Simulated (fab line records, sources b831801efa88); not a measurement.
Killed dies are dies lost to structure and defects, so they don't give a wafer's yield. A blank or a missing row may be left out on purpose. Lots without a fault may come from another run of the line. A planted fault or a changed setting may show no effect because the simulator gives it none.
Which tool did it? | flow sky130 | 12 lots, 36 wafers sampled, at 4 steps of a route of 708

WHAT THE GAUGES READ, wafer by wafer
SKY_VIA1_OVL_MEAS_13. Usual: VIA1_OVL 0 nm, standard deviation 5.
lot  | measured     | on         | VIA1_OVL (nm) | flag
L770 | day 34 09:50 | overlay-01 | 3 7 -1        |
L773 | day 34 19:31 | overlay-01 | -12 -11 -5    |
L774 | day 35 00:01 | overlay-01 | -4 0 2        |
L776 | day 35 20:53 | overlay-01 | -10 -3 -10    |
L777 | day 36 07:53 | overlay-01 | -9 -8 -5      |
L778 | day 36 09:31 | overlay-01 | 10 4 9        |
L779 | day 36 21:50 | overlay-01 | 12 4 3        |
L787 | day 39 08:17 | overlay-02 | 1 2 2         |
L788 | day 39 16:09 | overlay-01 | 4 0 0         |
L789 | day 39 21:20 | overlay-01 | -1 -2 5       |
L790 | day 39 22:46 | overlay-02 | -4 -1 5       |
L792 | day 40 15:41 | overlay-02 | -1 1 4        |

SKY_VIA1_RS_MEAS_22: measures by four-point-probe. Usual: VIA1_W_RS 0.429 ohm/sq, standard deviation 0.0042.
lot  | measured     | on            | VIA1_W_RS (ohm/sq) | flag
L770 | day 34 10:43 | film_metro-03 | 0.429 0.420 0.421  |
L773 | day 34 20:24 | film_metro-03 | 0.429 0.431 0.430  |
L774 | day 35 00:54 | film_metro-03 | 0.423 0.421 0.422  |
L776 | day 35 21:50 | film_metro-02 | 0.426 0.433 0.432  |
L777 | day 36 08:46 | film_metro-02 | 0.434 0.427 0.435  |
L778 | day 36 10:24 | film_metro-02 | 0.427 0.426 0.426  |
L779 | day 36 22:48 | film_metro-02 | 0.422 0.423 0.420  |
L787 | day 39 09:11 | film_metro-03 | 0.428 0.431 0.434  |
L788 | day 39 17:10 | film_metro-03 | 0.435 0.431 0.428  |
L789 | day 39 22:19 | film_metro-02 | 0.431 0.432 0.425  |
L790 | day 39 23:41 | film_metro-02 | 0.427 0.427 0.425  |
L792 | day 40 16:34 | film_metro-04 | 0.438 0.430 0.432  |

SKY_VIA2_THK_MEAS_01. Usual: VIA2_HDPCVD_THK 1182 nm, standard deviation 15.
lot  | measured     | on            | VIA2_HDPCVD_THK (nm) | flag
L770 | day 35 14:49 | film_metro-03 | 1179 1190 1159       |
L773 | day 35 23:57 | film_metro-03 | 1168 1160 1186       |
L774 | day 36 03:29 | film_metro-03 | 1177 1195 1176       |
L776 | day 37 02:14 | film_metro-02 | 1180 1186 1201       |
L777 | day 37 12:11 | film_metro-02 | 1158 1176 1175       |
L778 | day 37 13:56 | film_metro-03 | 1805 1164 1789       | OFF
L779 | day 38 02:28 | film_metro-02 | 1823 1168 1817       | OFF
L787 | day 40 11:43 | film_metro-01 | 1193 1169 1185       |
L788 | day 40 19:39 | film_metro-03 | 1163 1159 1161       |
L789 | day 41 00:38 | film_metro-02 | 1180 1176 1186       |
L790 | day 41 01:26 | film_metro-02 | 1172 1167 1194       |
L792 | day 41 17:46 | film_metro-01 | 1181 1183 1180       |

WHICH TOOL RAN EACH LOT (tool, then ch and the chambers of the sampled wafers, then the start)
lot  | SKY_VIA2_HDPCVD_00
L770 | hdpcvd-02 ch 0,1,2, day 35 14:41
L773 | hdpcvd-01 ch 0,1,2, day 35 23:49
L774 | hdpcvd-01 ch 0,1, day 36 03:21
L776 | hdpcvd-02 ch 0,1,2, day 37 02:07
L777 | hdpcvd-02 ch 0,1, day 37 12:04
L778 | hdpcvd-01 ch 1,2, day 37 13:48
L779 | hdpcvd-01 ch 0,1,2, day 38 02:22
L787 | hdpcvd-02 ch 0,1,2, day 40 11:35
L788 | hdpcvd-01 ch 1,2, day 40 19:30
L789 | hdpcvd-01 ch 1,2, day 41 00:30
L790 | hdpcvd-01 ch 0,1, day 41 01:19
L792 | hdpcvd-02 ch 0,1,2, day 41 17:38
- SKY_VIA2_HDPCVD_00: deposits SiO2, target thk 1180 nm, time 196.7 s.

WHAT THE TOOLS THEMSELVES READ (means of the sampled wafers that have a number; where no wafer has one, the mark that the record gives instead)
The record holds no such reading with a usual standard deviation.

THE ANSWER, worked out from the rows above alone
Rule: a lot is off if the mean of its wafers that have a number lies more than 3 standard deviations from the usual mean. A lot without any number at a reading at which 4 lots or more have one is off too. The other lots that the step has rows for count as sound. The gauges are gone through in route order, then the tools' own readings, and for those a lot's mean is taken as printed above. The first step at which some lot is off is used, and at that step the reading that is off furthest; a lot without a number counts as furthest.
Off: L778, L779, at SKY_VIA2_THK_MEAS_01 (VIA2_HDPCVD_THK).
A tool fits if, at a process step before that reading, it ran every lot that is off, and no sound lot after the first of them. The gauges at SKY_VIA2_THK_MEAS_01 are tried like those tools. None of those tried fits.

WHAT THE SIMULATOR HAD PUT IN
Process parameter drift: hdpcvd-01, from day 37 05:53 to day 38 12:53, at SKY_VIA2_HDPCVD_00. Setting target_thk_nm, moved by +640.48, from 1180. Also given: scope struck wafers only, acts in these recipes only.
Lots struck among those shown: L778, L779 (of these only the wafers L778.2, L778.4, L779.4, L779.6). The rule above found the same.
